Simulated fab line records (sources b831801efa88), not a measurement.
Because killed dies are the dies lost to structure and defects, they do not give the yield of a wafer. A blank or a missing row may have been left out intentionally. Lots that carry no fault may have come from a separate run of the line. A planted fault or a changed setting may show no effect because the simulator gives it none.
fab line records :: flow sky130 :: part 2 of 2: steps 30 to 44 of 44
[record]
  lots = 5
  wafers = 15
  lastDay = 50
route steps=708 shown RES_PROTECT@206 POLY_GATE@213 LDD_N@237
lots with no fault: from the same line, run without faults
startH: the number of hours between the record's first day and the start of the first shown wafer of the lot :: waitH: hours since the lot's step before :: " repeats the value in the row above :: L1.1+2: a row that stands for several wafers :: - no value, or no start given :: * or withheld: withheld :: < > ~ a bound
route shown NAME@n: names a module that has steps shown in the file, with the first one's number in the route :: usual: average and standard deviation across the fault-free wafers :: same: alike in all rows :: chamber/n: place in a boat :: sites: each site's reading :: _std_site: standard deviation of those values :: _edge_site: outer sites' mean less inner sites' :: radiusMm: for every site, how far away it sits from the centre of the wafer :: mask NAME#n: copy n :: behind: the last tool/chamber to shape the wafer :: hold: the reason the lot was held/the length of the hold in hours/how it ended :: device: names the non-switching transistor (n, p or np) :: end of line: the same wafers' tests at the end of the route :: where a step has no rows: the recipe by itself :: killed: at the first sort, the dies lost to defects and structure; wafer yield is something else :: map: per-die view of a wafer (x killed, . not killed, _ where there is no die)
set.NAME: the setting that was run; set.NAME@STEP: the one run at that earlier step :: model.NAME: the simulator's own value behind a step, which no gauge read
certain route steps with their lots: each step a table, each wafer a row
services: the hour from which a tool's chamber was out of use, counted from the record's first day as startH (under 0 if before that day), plus the number of hours and why
[[steps]]
[step SKY_POLY_GATE_THK_MEAS_21]
[recipe]
  reads = SiO2_of_POLY_GATE_OXIDATION_20
[usual]
  POLY_GATE_OXIDATION_THK = 4.02/0.084
lot.wafer: L084.1
tool: filmMetro-02
chamber: -
startH: 460.14
waitH: 0.0
POLY_GATE_OXIDATION_THK[nm]: 4.06

lot.wafer: L084.4
tool: filmMetro-02
chamber: -
startH: 460.14
waitH: 0.0
POLY_GATE_OXIDATION_THK[nm]: 4.08

lot.wafer: L084.6
tool: filmMetro-02
chamber: -
startH: 460.14
waitH: 0.0
POLY_GATE_OXIDATION_THK[nm]: 4.11

lot.wafer: L087.3
tool: filmMetro-03
chamber: -
startH: 480.81
waitH: 0.0
POLY_GATE_OXIDATION_THK[nm]: 3.97

lot.wafer: L087.4
tool: filmMetro-03
chamber: -
startH: 480.81
waitH: 0.0
POLY_GATE_OXIDATION_THK[nm]: 3.95

lot.wafer: L087.6
tool: filmMetro-03
chamber: -
startH: 480.81
waitH: 0.0
POLY_GATE_OXIDATION_THK[nm]: 3.92

lot.wafer: L086.1
tool: filmMetro-02
chamber: -
startH: 494.97
waitH: 0.0
POLY_GATE_OXIDATION_THK[nm]: 3.95

lot.wafer: L086.5
tool: filmMetro-02
chamber: -
startH: 494.97
waitH: 0.0
POLY_GATE_OXIDATION_THK[nm]: 3.95

lot.wafer: L086.6
tool: filmMetro-02
chamber: -
startH: 494.97
waitH: 0.0
POLY_GATE_OXIDATION_THK[nm]: 3.95

lot.wafer: L093.1
tool: filmMetro-02
chamber: -
startH: 547.09
waitH: 0.0
POLY_GATE_OXIDATION_THK[nm]: 4.01

lot.wafer: L093.3
tool: filmMetro-02
chamber: -
startH: 547.09
waitH: 0.0
POLY_GATE_OXIDATION_THK[nm]: 4.01

lot.wafer: L093.4
tool: filmMetro-02
chamber: -
startH: 547.09
waitH: 0.0
POLY_GATE_OXIDATION_THK[nm]: 3.99

lot.wafer: L097.1
tool: filmMetro-01
chamber: -
startH: 578.70
waitH: 0.0
POLY_GATE_OXIDATION_THK[nm]: 4.06

lot.wafer: L097.2
tool: filmMetro-01
chamber: -
startH: 578.70
waitH: 0.0
POLY_GATE_OXIDATION_THK[nm]: 4.01

lot.wafer: L097.4
tool: filmMetro-01
chamber: -
startH: 578.70
waitH: 0.0
POLY_GATE_OXIDATION_THK[nm]: 4.04
[step SKY_POLY_GATE_CD_MEAS_22]
[usual]
  cdNm = 148.8/2.6
lot.wafer: L084.1
tool: cdSem-02
chamber: -
startH: 460.20
waitH: 0.1
cdNm: 148.3

lot.wafer: L084.4
tool: cdSem-02
chamber: -
startH: 460.20
waitH: 0.1
cdNm: 144.7

lot.wafer: L084.6
tool: cdSem-02
chamber: -
startH: 460.20
waitH: 0.1
cdNm: 148.1

lot.wafer: L087.3
tool: cdSem-01
chamber: -
startH: 480.91
waitH: 0.1
cdNm: 147.6

lot.wafer: L087.4
tool: cdSem-01
chamber: -
startH: 480.91
waitH: 0.1
cdNm: 149.8

lot.wafer: L087.6
tool: cdSem-01
chamber: -
startH: 480.91
waitH: 0.1
cdNm: 149.4

lot.wafer: L086.1
tool: cdSem-02
chamber: -
startH: 495.03
waitH: 0.1
cdNm: 149.5

lot.wafer: L086.5
tool: cdSem-02
chamber: -
startH: 495.03
waitH: 0.1
cdNm: 143.7

lot.wafer: L086.6
tool: cdSem-02
chamber: -
startH: 495.03
waitH: 0.1
cdNm: 150.5

lot.wafer: L093.1
tool: cdSem-02
chamber: -
startH: 547.15
waitH: 0.1
cdNm: 148.3

lot.wafer: L093.3
tool: cdSem-02
chamber: -
startH: 547.15
waitH: 0.1
cdNm: 152.3

lot.wafer: L093.4
tool: cdSem-02
chamber: -
startH: 547.15
waitH: 0.1
cdNm: 145.6

lot.wafer: L097.1
tool: cdSem-01
chamber: -
startH: 578.76
waitH: 0.1
cdNm: 151.5

lot.wafer: L097.2
tool: cdSem-01
chamber: -
startH: 578.76
waitH: 0.1
cdNm: 149.9

lot.wafer: L097.4
tool: cdSem-01
chamber: -
startH: 578.76
waitH: 0.1
cdNm: 149.8
[step SKY_LDD_N_DEHYDRATE_00]
[recipe]
  tempC = 200
  timeS = 60
lot.wafer: L084.1+4+6
tool: lithoTrack-04
chamber: 0
startH: 475.13
waitH: 14.9

lot.wafer: L087.3+4+6
tool: lithoTrack-02
chamber: 0
startH: 495.50
waitH: 14.6

lot.wafer: L086.1+5+6
tool: lithoTrack-04
chamber: 0
startH: 510.28
waitH: 15.2

lot.wafer: L093.1+3+4
tool: lithoTrack-02
chamber: 0
startH: 561.95
waitH: 14.8

lot.wafer: L097.1+2+4
tool: lithoTrack-04
chamber: 0
startH: 592.88
waitH: 14.1
[step SKY_LDD_N_HMDS_01]
[recipe]
  primeTimeS = 60
  primeTempC = 120
lot.wafer: L084.1+4+6
tool: lithoTrack-04
chamber: 0
startH: 475.28
waitH: 0.1

lot.wafer: L087.3+4+6
tool: lithoTrack-02
chamber: 0
startH: 495.65
waitH: 0.1

lot.wafer: L086.1+5+6
tool: lithoTrack-04
chamber: 0
startH: 510.43
waitH: 0.1

lot.wafer: L093.1+3+4
tool: lithoTrack-02
chamber: 0
startH: 562.10
waitH: 0.1

lot.wafer: L097.1+2+4
tool: lithoTrack-04
chamber: 0
startH: 593.03
waitH: 0.1
[step SKY_LDD_N_COAT_02]
[recipe]
  resist = NOVOLAK
  spinRpm = 3000
  resistThkNm = 300
[usual]
  spinSpeedRpm = 2999.8/1.7
lot.wafer: L084.1
tool: lithoTrack-04
chamber: 0
startH: 475.43
waitH: 0.1
spinSpeedRpm: 2999.7

lot.wafer: L084.4
tool: lithoTrack-04
chamber: 0
startH: 475.43
waitH: 0.1
spinSpeedRpm: 3000.6

lot.wafer: L084.6
tool: lithoTrack-04
chamber: 0
startH: 475.43
waitH: 0.1
spinSpeedRpm: 3001.9

lot.wafer: L087.3
tool: lithoTrack-02
chamber: 0
startH: 495.80
waitH: 0.1
spinSpeedRpm: 3000.9

lot.wafer: L087.4
tool: lithoTrack-02
chamber: 0
startH: 495.80
waitH: 0.1
spinSpeedRpm: 2998.7

lot.wafer: L087.6
tool: lithoTrack-02
chamber: 0
startH: 495.80
waitH: 0.1
spinSpeedRpm: 3000.5

lot.wafer: L086.1
tool: lithoTrack-04
chamber: 0
startH: 510.58
waitH: 0.1
spinSpeedRpm: 2999.7

lot.wafer: L086.5
tool: lithoTrack-04
chamber: 0
startH: 510.58
waitH: 0.1
spinSpeedRpm: 2997.5

lot.wafer: L086.6
tool: lithoTrack-04
chamber: 0
startH: 510.58
waitH: 0.1
spinSpeedRpm: 3000.2

lot.wafer: L093.1
tool: lithoTrack-02
chamber: 0
startH: 562.25
waitH: 0.1
spinSpeedRpm: 2998.4

lot.wafer: L093.3
tool: lithoTrack-02
chamber: 0
startH: 562.25
waitH: 0.1
spinSpeedRpm: 3000.7

lot.wafer: L093.4
tool: lithoTrack-02
chamber: 0
startH: 562.25
waitH: 0.1
spinSpeedRpm: 3002.7

lot.wafer: L097.1
tool: lithoTrack-04
chamber: 0
startH: 593.18
waitH: 0.1
spinSpeedRpm: 2997.2

lot.wafer: L097.2
tool: lithoTrack-04
chamber: 0
startH: 593.18
waitH: 0.1
spinSpeedRpm: 2999.9

lot.wafer: L097.4
tool: lithoTrack-04
chamber: 0
startH: 593.18
waitH: 0.1
spinSpeedRpm: 2997.1
[step SKY_LDD_N_SOFTBAKE_03]
[recipe]
  tempC = 90
  timeS = 60
  resist = NOVOLAK
lot.wafer: L084.1+4+6
tool: lithoTrack-04
chamber: 0
startH: 475.58
waitH: 0.1

lot.wafer: L087.3+4+6
tool: lithoTrack-02
chamber: 0
startH: 495.95
waitH: 0.1

lot.wafer: L086.1+5+6
tool: lithoTrack-04
chamber: 0
startH: 510.73
waitH: 0.1

lot.wafer: L093.1+3+4
tool: lithoTrack-02
chamber: 0
startH: 562.40
waitH: 0.1

lot.wafer: L097.1+2+4
tool: lithoTrack-04
chamber: 0
startH: 593.33
waitH: 0.1
[step SKY_LDD_N_EXPOSE_04]
[recipe]
  maskId = NTM
  targetCdNm = 840
  na = 0.6
  sourceShape = conventional
  sigmaOuter = 0.6
  doseMj = 110
lot.wafer: L084.1+4+6
tool: ilineStepper-01
chamber: 0
startH: -
waitH: -
mask: NTM#0

lot.wafer: L087.3+4+6
tool: ilineStepper-02
chamber: 0
startH: -
waitH: -
mask: NTM#0

lot.wafer: L086.1+5+6
tool: ilineStepper-02
chamber: 0
startH: -
waitH: -
mask: NTM#0

lot.wafer: L093.1+3+4
tool: ilineStepper-01
chamber: 0
startH: -
waitH: -
mask: NTM#0

lot.wafer: L097.1+2+4
tool: ilineStepper-01
chamber: 0
startH: -
waitH: -
mask: NTM#0
[step SKY_LDD_N_PEB_05]
[recipe]
  tempC = withheld
  timeS = *
  resist = NOVOLAK
lot.wafer: L084.1+4+6
tool: lithoTrack-01
chamber: 0
startH: -
waitH: -

lot.wafer: L087.3+4+6
tool: lithoTrack-04
chamber: 0
startH: -
waitH: -

lot.wafer: L086.1+5+6
tool: lithoTrack-04
chamber: 0
startH: -
waitH: -

lot.wafer: L093.1+3+4
tool: lithoTrack-02
chamber: 0
startH: -
waitH: -

lot.wafer: L097.1+2+4
tool: lithoTrack-01
chamber: 0
startH: -
waitH: -
[step SKY_LDD_N_DEVELOP_06]
[recipe]
  developTimeS = 60
  devTempC = 23
lot.wafer: L084.1+4+6
tool: lithoTrack-01
chamber: 0
startH: 491.09
waitH: 0.1

lot.wafer: L087.3+4+6
tool: lithoTrack-04
chamber: 0
startH: 511.38
waitH: 0.1

lot.wafer: L086.1+5+6
tool: lithoTrack-04
chamber: 0
startH: 525.73
waitH: 0.1

lot.wafer: L093.1+3+4
tool: lithoTrack-02
chamber: 0
startH: 577.50
waitH: 0.1

lot.wafer: L097.1+2+4
tool: lithoTrack-01
chamber: 0
startH: 608.24
waitH: 0.1
[step SKY_LDD_N_OVL_MEAS_07]
[usual]
  LDD_N_OVL = 0.4/1.2
lot.wafer: L084.1
tool: overlay-02
chamber: -
startH: 491.24
waitH: 0.1
LDD_N_OVL[nm]: -1.6

lot.wafer: L084.4
tool: overlay-02
chamber: -
startH: 491.24
waitH: 0.1
LDD_N_OVL[nm]: -1.0

lot.wafer: L084.6
tool: overlay-02
chamber: -
startH: 491.24
waitH: 0.1
LDD_N_OVL[nm]: -0.2

lot.wafer: L087.3
tool: overlay-01
chamber: -
startH: 511.49
waitH: 0.1
LDD_N_OVL[nm]: 0.6

lot.wafer: L087.4
tool: overlay-01
chamber: -
startH: 511.49
waitH: 0.1
LDD_N_OVL[nm]: 1.7

lot.wafer: L087.6
tool: overlay-01
chamber: -
startH: 511.49
waitH: 0.1
LDD_N_OVL[nm]: -0.1

lot.wafer: L086.1
tool: overlay-01
chamber: -
startH: 525.88
waitH: 0.1
LDD_N_OVL[nm]: 0.8

lot.wafer: L086.5
tool: overlay-01
chamber: -
startH: 525.88
waitH: 0.1
LDD_N_OVL[nm]: 0.0

lot.wafer: L086.6
tool: overlay-01
chamber: -
startH: 525.88
waitH: 0.1
LDD_N_OVL[nm]: 1.9

lot.wafer: L093.1
tool: overlay-01
chamber: -
startH: 577.65
waitH: 0.1
LDD_N_OVL[nm]: 0.7

lot.wafer: L093.3
tool: overlay-01
chamber: -
startH: 577.65
waitH: 0.1
LDD_N_OVL[nm]: 0.8

lot.wafer: L093.4
tool: overlay-01
chamber: -
startH: 577.65
waitH: 0.1
LDD_N_OVL[nm]: 1.8

lot.wafer: L097.1
tool: overlay-02
chamber: -
startH: 608.39
waitH: 0.1
LDD_N_OVL[nm]: -0.5

lot.wafer: L097.2
tool: overlay-02
chamber: -
startH: 608.39
waitH: 0.1
LDD_N_OVL[nm]: -1.4

lot.wafer: L097.4
tool: overlay-02
chamber: -
startH: 608.39
waitH: 0.1
LDD_N_OVL[nm]: 0.8
[step SKY_LDD_N_IMPLANT_08]
[recipe]
  species = As
  energyKev = 20
  doseCm2 = 7.5e+13
  tiltDeg = withheld
  rotationDeg = 23
lot.wafer: L084.1+4+6
tool: implanter-03
chamber: 0
startH: 491.28
waitH: 0.0

lot.wafer: L087.3+4+6
tool: implanter-03
chamber: 0
startH: 511.57
waitH: 0.1

lot.wafer: L086.1+5+6
tool: implanter-04
chamber: 0
startH: 525.92
waitH: 0.0

lot.wafer: L093.1+3+4
tool: implanter-04
chamber: 0
startH: 577.69
waitH: 0.0

lot.wafer: L097.1+2+4
tool: implanter-03
chamber: 0
startH: 608.43
waitH: 0.0
[step SKY_LDD_N_IMPLANT_09]
[recipe]
  species = As
  energyKev = 20
  doseCm2 = 7.5e+13
  tiltDeg = withheld
  rotationDeg = 113
lot.wafer: L084.1+4+6
tool: implanter-03
chamber: 0
startH: 491.43
waitH: 0.1

lot.wafer: L087.3+4+6
tool: implanter-03
chamber: 0
startH: 511.72
waitH: 0.1

lot.wafer: L086.1+5+6
tool: implanter-04
chamber: 0
startH: 526.07
waitH: 0.1

lot.wafer: L093.1+3+4
tool: implanter-04
chamber: 0
startH: 577.84
waitH: 0.1

lot.wafer: L097.1+2+4
tool: implanter-03
chamber: 0
startH: 608.58
waitH: 0.1
[step SKY_LDD_N_IMPLANT_10]
[recipe]
  species = As
  energyKev = 20
  doseCm2 = 7.5e+13
  tiltDeg = withheld
  rotationDeg = 203
lot.wafer: L084.1+4+6
tool: implanter-03
chamber: 0
startH: 491.58
waitH: 0.1

lot.wafer: L087.3+4+6
tool: implanter-03
chamber: 0
startH: 511.87
waitH: 0.1

lot.wafer: L086.1+5+6
tool: implanter-04
chamber: 0
startH: 526.22
waitH: 0.1

lot.wafer: L093.1+3+4
tool: implanter-04
chamber: 0
startH: 577.99
waitH: 0.1

lot.wafer: L097.1+2+4
tool: implanter-03
chamber: 0
startH: 608.73
waitH: 0.1
[step SKY_LDD_N_IMPLANT_11]
[recipe]
  species = As
  energyKev = 20
  doseCm2 = 7.5e+13
  tiltDeg = withheld
  rotationDeg = 293
lot.wafer: L084.1+4+6
tool: implanter-03
chamber: 0
startH: 491.73
waitH: 0.1

lot.wafer: L087.3+4+6
tool: implanter-03
chamber: 0
startH: 512.02
waitH: 0.1

lot.wafer: L086.1+5+6
tool: implanter-04
chamber: 0
startH: 526.37
waitH: 0.1

lot.wafer: L093.1+3+4
tool: implanter-04
chamber: 0
startH: 578.14
waitH: 0.1

lot.wafer: L097.1+2+4
tool: implanter-03
chamber: 0
startH: 608.88
waitH: 0.1
[step SKY_LDD_N_IMPLANT_12]
[recipe]
  species = BF2
  energyKev = 50
  doseCm2 = 5e+12
  tiltDeg = 30
  rotationDeg = 0
lot.wafer: L084.1+4+6
tool: implanter-03
chamber: 0
startH: 491.88
waitH: 0.1

lot.wafer: L087.3+4+6
tool: implanter-03
chamber: 0
startH: 512.17
waitH: 0.1

lot.wafer: L086.1+5+6
tool: implanter-04
chamber: 0
startH: 526.52
waitH: 0.1

lot.wafer: L093.1+3+4
tool: implanter-04
chamber: 0
startH: 578.29
waitH: 0.1

lot.wafer: L097.1+2+4
tool: implanter-03
chamber: 0
startH: 609.03
waitH: 0.1
[[services]]
tool: ilineStepper-02
chamber: -
startH: 399.92
hours: 17.0
kind: repair

tool: furnace-02
chamber: -
startH: 414.82
hours: 3.0
kind: pm

tool: implanter-04
chamber: -
startH: 418.78
hours: 1.2
kind: repair

tool: ilineStepper-02
chamber: -
startH: 428.59
hours: 1.7
kind: pm

tool: ilineStepper-01
chamber: -
startH: 444.36
hours: 4.4
kind: repair

tool: krfScanner-02
chamber: -
startH: 465.72
hours: 0.4
kind: repair

tool: krfScanner-02
chamber: -
startH: 466.79
hours: 1.3
kind: pm

tool: krfScanner-02
chamber: -
startH: 476.11
hours: 0.8
kind: pm

tool: implanter-03
chamber: -
startH: 477.52
hours: 0.8
kind: repair

tool: wetBench-04
chamber: -
startH: 482.70
hours: 2.4
kind: repair

tool: rieSi-01
chamber: 2
startH: 517.49
hours: 31.3
kind: repair

tool: rieDiel-03
chamber: 3
startH: 520.15
hours: 1.4
kind: repair

tool: ilineStepper-02
chamber: -
startH: 520.88
hours: 2.1
kind: pm

tool: krfScanner-02
chamber: -
startH: 533.97
hours: 0.8
kind: pm

tool: krfScanner-02
chamber: -
startH: 539.20
hours: 0.8
kind: repair

tool: ilineStepper-02
chamber: -
startH: 539.70
hours: 2.0
kind: repair

tool: implanter-04
chamber: -
startH: 550.88
hours: 2.7
kind: repair

tool: rieSi-01
chamber: 2
startH: 578.06
hours: 7.6
kind: repair

tool: ilineStepper-01
chamber: -
startH: 581.38
hours: 1.7
kind: pm

tool: implanter-04
chamber: -
startH: 592.85
hours: 11.3
kind: repair

tool: rieDiel-03
chamber: 3
startH: 597.84
hours: 7.2
kind: repair

tool: implanter-03
chamber: -
startH: 599.71
hours: 3.5
kind: repair

tool: implanter-03
chamber: -
startH: 603.23
hours: 4.6
kind: pm

tool: ilineStepper-01
chamber: -
startH: 604.19
hours: 4.4
kind: pm
